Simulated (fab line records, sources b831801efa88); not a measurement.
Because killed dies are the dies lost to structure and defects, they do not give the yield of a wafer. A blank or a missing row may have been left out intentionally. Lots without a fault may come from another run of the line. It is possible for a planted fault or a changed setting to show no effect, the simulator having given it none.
Which tool is to blame? -- flow gf180mcu -- 13 lots (39 wafers sampled), 1 step of a 602-step route

## WHAT THE GAUGES READ, wafer by wafer
GF_M4_RS_MEAS_05: measurement is done with a four-point probe. Usual: M4_ALCU_RS gives 0.0693 ohm/sq (standard deviation 0.00069).
lot,measured,on,M4_ALCU_RS (ohm/sq),flag
L866,day 22 10:58,filmMetro-02,0.0699 0.0690 0.0695,
L869,day 23 06:46,filmMetro-02,0.0689 0.0690 0.0691,
L870,day 23 20:04,filmMetro-04,0.0695 0.0687 0.0697,
L871,day 24 04:57,filmMetro-02,0.0685 0.0677 0.0679,
L873,day 24 17:00,filmMetro-02,0.0706 0.0701 0.0697,
L874,day 25 05:17,filmMetro-04,0.0691 0.0696 0.0695,
L877,day 26 09:19,filmMetro-04,0.0684 0.0684 0.0690,
L878,day 26 10:34,filmMetro-01,0.0690 0.0708 0.0702,
L879,day 26 21:41,filmMetro-04,0.0695 0.0697 0.0691,
L880,day 27 08:46,filmMetro-02,0.0690 0.0695 0.0684,
L881,day 27 16:31,filmMetro-04,0.0698 0.0699 0.0695,
L883,day 27 23:55,filmMetro-04,0.0689 0.0687 0.0683,
L886,day 29 02:20,filmMetro-01,0.0700 0.0698 0.0704,

## WHAT TOOL EACH LOT RAN ON (gives the tool, then ch and the chambers of the sampled wafers, and finally the start)
The record holds no process step before these readings.

## WHAT THE TOOLS THEMSELVES READ (means of the sampled wafers that have a number; where no wafer has one, the mark that the record gives instead)
The record holds no such reading with a usual standard deviation.

## THE ANSWER, worked out from the rows above alone
Rule: take the mean of a lot's wafers that have a number; if it is more than 3 standard deviations from the usual mean, the lot is off. A lot without any number at a reading at which 4 lots or more have one is off too. The other lots that the step has rows for count as sound. The gauges are gone through in route order, then the tools' own readings, and for those a lot's mean is taken as printed above. The first step at which some lot is off is used, and at that step the reading that is off furthest; a lot without a number counts as furthest.
Nothing can be told from this: no lot is off at any reading shown.

## WHAT THE SIMULATOR PUT IN
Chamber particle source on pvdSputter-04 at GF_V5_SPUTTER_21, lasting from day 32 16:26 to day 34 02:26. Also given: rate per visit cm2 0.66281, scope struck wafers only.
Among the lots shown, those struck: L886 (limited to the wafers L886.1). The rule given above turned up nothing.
